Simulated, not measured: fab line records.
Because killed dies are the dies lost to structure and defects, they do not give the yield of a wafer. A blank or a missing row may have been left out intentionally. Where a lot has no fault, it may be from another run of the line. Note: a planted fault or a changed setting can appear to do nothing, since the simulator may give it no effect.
Struck lot and sound lot, side by side + flow gf180mcu + 15 out of 602 route steps
Sound: these wafers, L779.1, L779.4, L779.6. Struck: wafers L789.1, L789.4, L789.5. At the end, the cause is stated.
Order at every step that has rows: each side's tool, ch and its chambers, its first start. Under that, the readings that differ: sound wafers + struck wafers + difference of the means + sigmas: that difference in standard deviations of wafers without a fault.
alike: readings whose means differ by less than 2 such deviations, and words and numbers that are the same on both sides. not compared: withheld readings, readings that some wafer has no value for, bounds like >300 that may hide the same value, and numbers for which the record gives no deviation and whose values overlap.
A row with sigmas, a row that says differs or no value, or rows on one side alone: a step with any of these is where the two part. Numbers that have no deviation but don't overlap get no sigmas and don't part them. A reading missing from all wafers of one side parts the sides only when that side holds two or more wafers.

first, 2 steps without rows for these wafers: GF_M1_CLEAN_19 (cleans in DIW); GF_V1_CVD_00 (deposits SiO2, target thk 600 nm, time 100 s).
GF_V1_THK_MEAS_01:
  sound: film_metro-01 at day 17 07:48; struck: film_metro-03 at day 21 03:50
  alike: V1_CVD_00_THK
GF_V1_CVD_02: deposits SiO2 from TEOS, target thk 850 nm, time 94.851 s.
  sound on pecvd-04 ch 0,2, day 17 07:52; struck on pecvd-01 ch 0,2, day 21 03:54
  alike: heater_power_w
GF_V1_THK_MEAS_03:
  sound: film_metro-04 at day 17 07:56; struck: film_metro-01 at day 21 03:58
  alike: V1_CVD_02_THK
GF_V1_CMP_04: polishes SiO2.
  sound on cmp-01 ch 0,1,2, day 17 08:02; struck on cmp-01 ch 0,2, day 21 04:12
  alike: motor_current_A, time_to_endpoint_s
GF_V1_BOW_MEAS_05:
  sound: film_metro-03 at day 17 08:17; struck: film_metro-01 at day 21 04:30
  alike: V1_BOW
then, 5 steps without rows for these wafers: GF_V1_DEHYDRATE_06 (time 60 s); GF_V1_HMDS_07 (prime time 60 s); GF_V1_COAT_08; GF_V1_COAT_09 (resist thk 1000 nm); GF_V1_SOFTBAKE_10 (time 60 s).
GF_V1_EXPOSE_11: exposes mask Via1, target cd 260 nm.
  sound on krf_scanner-02 ch 0, day 17 19:57; struck on krf_scanner-02 ch 0, day 21 16:43
| reading                    | sound                | struck            | difference | sigmas |
|----------------------------|----------------------|-------------------|------------|--------|
| model.V1.overlay_x_nm (nm) | 0.9867 0.9867 0.9867 | 9.576 9.576 9.576 | +8.589     |        |
  alike: mask, reticle_temp_C
then, 1 step without rows for these wafers: GF_V1_PEB_12 (peb time 90 s).
-- the record jumps here: 10 days lie between the struck wafers' starts before and after (it left off in module V1 and takes up again in module PASSIVATION, whose first step shown is number 602 of the route) --
GF_PASSIVATION_PROBE_99:
  rows exist in the record for the struck wafers here (prober-01, day 32 03:41), but not for the sound ones

== WHERE THEY PART ==
Only at GF_PASSIVATION_PROBE_99, as far as this record shows.

WHY: the cause the simulator had injected
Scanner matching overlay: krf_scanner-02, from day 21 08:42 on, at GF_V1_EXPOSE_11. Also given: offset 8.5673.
